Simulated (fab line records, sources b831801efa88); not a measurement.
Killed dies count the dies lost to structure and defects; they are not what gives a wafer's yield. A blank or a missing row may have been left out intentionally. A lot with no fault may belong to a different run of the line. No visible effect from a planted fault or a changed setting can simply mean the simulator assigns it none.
Chamber matching	flow sky130	4 sister chambers for SKY_METAL4_ETCH_17 on rie_diel-03
The step etches SiO2 in C4F8/O2/Ar, stops on TiN, time 3.9 s, target depth 15 nm. 22 wafers are shown with their chamber, then 11 later ones without.

== WAFERS WITH THEIR CHAMBER ==
wafer	chamber	oes_product_au (a.u.)
L079.2	1	0.750
L079.4	0	0.752
L079.5	3	0.756
L081.1	1	0.758
L081.3	2	0.754
L081.6	1	0.756
L082.1	2	0.748
L082.4	3	0.764
L082.5	1	0.750
L083.3	3	0.744
L083.4	0	0.763
L083.6	2	0.761
L084.3	1	0.751
L084.4	0	0.748
L084.6	3	0.761
L090.1	0	0.751
L090.2	1	0.755
L090.3	3	0.749
L091.1	3	0.764
L091.2	1	0.757
L091.3	2	0.755
L091.4	0	0.769

SIGNATURES (means of the wafers above)
reading	chamber 0	chamber 1	chamber 2	chamber 3	scatter within a chamber
oes_product_au	0.75660	0.75386	0.75450	0.75633	0.00676
Rule: for a wafer and a chamber, the distance is found by dividing, reading by reading, the gap between the wafer's reading and the chamber's mean by the reading's scatter, squaring, summing and taking the root. If the next closest chamber is less than 2 further off than the closest, the wafer can't be placed; otherwise it belongs to the closest. How the scatter is found: for the shown wafers, subtract from each reading the mean of its chamber, square and add these, divide the total by (wafers less chambers), then take the root.

== WAFERS WITHOUT THEIR CHAMBER ==
wafer	oes_product_au (a.u.)
L091.5	0.758
L091.6	0.748
L093.1	0.745
L093.2	0.746
L093.3	0.753
L093.4	0.742
L093.5	0.754
L093.6	0.747
L097.2	0.764
L097.3	0.764
L097.5	0.761

== WHICH CHAMBER EACH WENT THROUGH ==
wafer	from the rows above	in truth
L091.5	can't be placed: 0 or 3 or 2 or 1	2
L091.6	can't be placed: 1 or 2 or 3 or 0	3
L093.1	can't be placed: 1 or 2 or 3 or 0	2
L093.2	can't be placed: 1 or 2 or 3 or 0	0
L093.3	can't be placed: 1 or 2 or 3 or 0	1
L093.4	can't be placed: 1 or 2 or 3 or 0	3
L093.5	can't be placed: 1 or 2 or 3 or 0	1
L093.6	can't be placed: 1 or 2 or 3 or 0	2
L097.2	can't be placed: 0 or 3 or 2 or 1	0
L097.3	can't be placed: 0 or 3 or 2 or 1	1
L097.5	can't be placed: 0 or 3 or 2 or 1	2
Correctly placed: 0 of 11. From these rows, 11 cannot be placed; in 11 the true chamber is one of the candidates. 0 placed wrongly.
